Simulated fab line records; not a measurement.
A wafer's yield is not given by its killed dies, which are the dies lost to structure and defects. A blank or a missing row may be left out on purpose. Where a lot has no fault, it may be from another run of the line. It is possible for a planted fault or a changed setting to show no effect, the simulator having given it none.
Shared-tool check ; flow gf180mcu ; 13 lots and 45 wafers in the sample

## REASON FOR OPENING
Of 13 lots, 2 have the reading SAB_CVD_00_THK flagged at GF_SAB_THK_MEAS_01. No-fault wafers: 49.9 nm, standard deviation 0.73.
Rule: flag the lot when none of its wafers has a number, or when each of its wafers that has one lies beyond 4 standard deviations from that mean. The other lots count as sound.

lot;measured;on;SAB_CVD_00_THK (nm), wafer by wafer;flag
L610;day 13 23:43;filmMetro-01;49.1 49.5 51.0;
L612;day 14 21:37;filmMetro-02;49.4 49.2 49.5;
L616;day 16 06:43;filmMetro-02;50.3 50.9 50.9;
L615;day 16 06:56;filmMetro-02;50.3 51.2 50.3;
L617;day 16 21:45;filmMetro-04;50.5 50.6 50.8;
L619;day 18 03:25;filmMetro-04;50.0 51.3 51.2;
L622;day 18 23:53;filmMetro-04;38.7 40.0 40.0 38.8 39.9 39.9;FLAGGED
L626;day 20 06:22;filmMetro-04;39.7 40.6 40.7 39.7 40.6 40.7;FLAGGED
L628;day 20 10:55;filmMetro-04;49.2 49.2 50.2;
L627;day 20 11:49;filmMetro-02;49.4 49.2 49.4;
L630;day 21 09:37;filmMetro-04;49.7 48.9 50.2;
L631;day 22 00:58;filmMetro-02;48.7 50.7 49.3;
L632;day 22 01:58;filmMetro-02;49.2 50.0 50.2;
The numbers of the flagged lots are 39.9 nm on average: -10.0 nm against the usual, or -14 standard deviations.

## TOOL THAT RAN EACH LOT
2 process steps preceding the reading are held in the record, out of 602 steps in the route. Each cell gives the tool, then ch followed by the chambers the sampled wafers passed through, then the start.
lot;flag;GF_PSD_STRIP_10;GF_SAB_CVD_00
L610;;plasmaAsher-04 ch 0,1, day 13 23:09;pecvd-02 ch 0,1,2, day 13 23:41
L612;;plasmaAsher-02 ch 0,1, day 14 21:03;pecvd-04 ch 0,2, day 14 21:35
L616;;plasmaAsher-04 ch 0,1, day 16 06:11;pecvd-02 ch 0,2, day 16 06:41
L615;;plasmaAsher-03 ch 0,1, day 16 06:22;pecvd-02 ch 0,1, day 16 06:55
L617;;plasmaAsher-04 ch 0,1, day 16 21:12;pecvd-04 ch 0,1,2, day 16 21:44
L619;;plasmaAsher-03 ch 0,1, day 18 02:51;pecvd-04 ch 0,1, day 18 03:23
L622;FLAGGED;plasmaAsher-02 ch 0,1, day 18 23:18;pecvd-04 ch 1,2, day 18 23:51
L626;FLAGGED;plasmaAsher-02 ch 0,1, day 20 05:48;pecvd-04 ch 0,1,2, day 20 06:20
L628;;plasmaAsher-03 ch 0,1, day 20 10:18;pecvd-02 ch 1,2, day 20 10:53
L627;;plasmaAsher-02 ch 0,1, day 20 11:15;pecvd-03 ch 0,2, day 20 11:47
L630;;plasmaAsher-03 ch 0,1, day 21 09:03;pecvd-03 ch 1,2, day 21 09:35
L631;;plasmaAsher-04 ch 0,1, day 22 00:24;pecvd-02 ch 0,1, day 22 00:56
L632;;plasmaAsher-03 ch 0,1, day 22 01:24;pecvd-02 ch 0,1, day 22 01:56
What the steps here do:
- GF_PSD_STRIP_10: strips in O2/N2.
- GF_SAB_CVD_00: deposits SiO2 from TEOS, target thk 50 nm, time 4.9302 s.
- GF_SAB_THK_MEAS_01

## FLAGGED AGAINST TOTAL, ONE TOOL AT A TIME (gauges that did the reading follow at the end)
step;tool;lots run;flagged;share of the flagged lots;sound lots run after its first flagged lot
GF_PSD_STRIP_10;plasmaAsher-02;4;2;all;1 (L627)
GF_PSD_STRIP_10;plasmaAsher-03;5;0;none;-
GF_PSD_STRIP_10;plasmaAsher-04;4;0;none;-
GF_SAB_CVD_00;pecvd-02;6;0;none;-
GF_SAB_CVD_00;pecvd-03;2;0;none;-
GF_SAB_CVD_00;pecvd-04;5;2;all;0
GF_SAB_THK_MEAS_01;filmMetro-01;1;0;none;-
GF_SAB_THK_MEAS_01;filmMetro-02;6;0;none;-
GF_SAB_THK_MEAS_01;filmMetro-04;6;2;all;2 (L628,L630)

## WHAT IS ALLOWED BY THE TABLE
Rows of the table that ran every flagged lot, 3 in all: plasmaAsher-02 at GF_PSD_STRIP_10, pecvd-04 at GF_SAB_CVD_00, filmMetro-04 at GF_SAB_THK_MEAS_01.
- plasmaAsher-02 at GF_PSD_STRIP_10: 2 of its 4 lots flagged. Sound lots followed the first flagged one (L627) on it, something a lasting fault affecting the whole tool could not allow.
- pecvd-04 at GF_SAB_CVD_00: 2 of its 5 lots flagged. It ran its last sound lot, L619, at day 18 03:23 and its first flagged lot, L622, at day 18 23:51: a fault with its onset between the two fits.
- filmMetro-04 at GF_SAB_THK_MEAS_01: 2 of its 6 lots flagged. Sound lots followed the first flagged one (L628, L630) on it, something a lasting fault affecting the whole tool could not allow.
One tool is left: pecvd-04 at GF_SAB_CVD_00.

## WHAT THE SIMULATOR HAD PUT IN
Site profile drift: pecvd-04, from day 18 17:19 on, at GF_SAB_CVD_00. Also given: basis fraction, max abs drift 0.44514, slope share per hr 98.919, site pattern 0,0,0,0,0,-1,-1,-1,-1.
Struck lots among those shown: L622, L626. The same result came from the rule above.
